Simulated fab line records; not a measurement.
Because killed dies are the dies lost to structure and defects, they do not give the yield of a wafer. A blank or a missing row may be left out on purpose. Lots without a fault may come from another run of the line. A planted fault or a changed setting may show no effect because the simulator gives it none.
Matching of chambers ; flow gf180mcu ; GF_CONTACT_ETCH_16 on rie-diel-02 has 4 sister chambers
The step etches BARC in N2/H2. 16 wafers are shown with their chamber, then 8 later ones without.

== WAFERS, EACH WITH ITS CHAMBER ==
wafer;chamber;oes-product-au (a.u.);throttle-valve-pct (%)
L085.1;1;0.859;13.216
L085.2;2;0.850;13.225
L085.3;3;0.846;13.234
L085.4;1;0.854;13.230
L085.5;2;0.851;13.224
L085.6;3;0.860;13.237
L087.1;2;0.848;13.227
L087.2;0;0.854;13.215
L087.3;3;0.858;13.205
L087.4;1;0.850;13.239
L087.5;3;0.848;13.213
L087.6;2;0.849;13.219
L089.1;0;0.858;13.225
L089.2;2;0.857;13.223
L089.3;3;0.862;13.216
L089.4;1;0.855;13.212

SIGNATURES (averages over the wafers above)
reading;chamber 0;chamber 1;chamber 2;chamber 3;scatter within a chamber
oes-product-au;0.85600;0.85450;0.85100;0.85480;0.0051
throttle-valve-pct;13.22000;13.22425;13.22360;13.22100;0.0105
Rule: a wafer's distance from a chamber is the root of the sum, over the readings, of the square of ((its reading less the chamber's mean) divided by the reading's scatter). If the next closest chamber is less than 2 further off than the closest, the wafer can't be placed; otherwise it belongs to the closest. The scatter: the root of (the sum of the squares of (reading less its chamber's mean) over the shown wafers, divided by (wafers less chambers)).

== WAFERS WITHOUT THEIR CHAMBER ==
wafer;oes-product-au (a.u.);throttle-valve-pct (%)
L089.5;0.856;13.215
L089.6;0.855;13.233
L091.1;0.856;13.218
L091.2;0.851;13.216
L091.3;0.861;13.216
L091.4;0.855;13.232
L091.5;0.849;13.225
L091.6;0.852;13.220

== WHICH CHAMBER EACH WENT THROUGH ==
wafer;from the rows above;in truth
L089.5;can't be placed: 0 or 3 or 1 or 2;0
L089.6;can't be placed: 1 or 3 or 2 or 0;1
L091.1;can't be placed: 0 or 3 or 1 or 2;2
L091.2;can't be placed: 2 or 3 or 1 or 0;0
L091.3;can't be placed: 0 or 3 or 1 or 2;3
L091.4;can't be placed: 1 or 3 or 2 or 0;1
L091.5;can't be placed: 2 or 1 or 3 or 0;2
L091.6;can't be placed: 2 or 3 or 1 or 0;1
0 of 8 placed correctly. From these rows, 8 cannot be placed; in 8 the true chamber is one of the candidates. 0 placed wrongly.
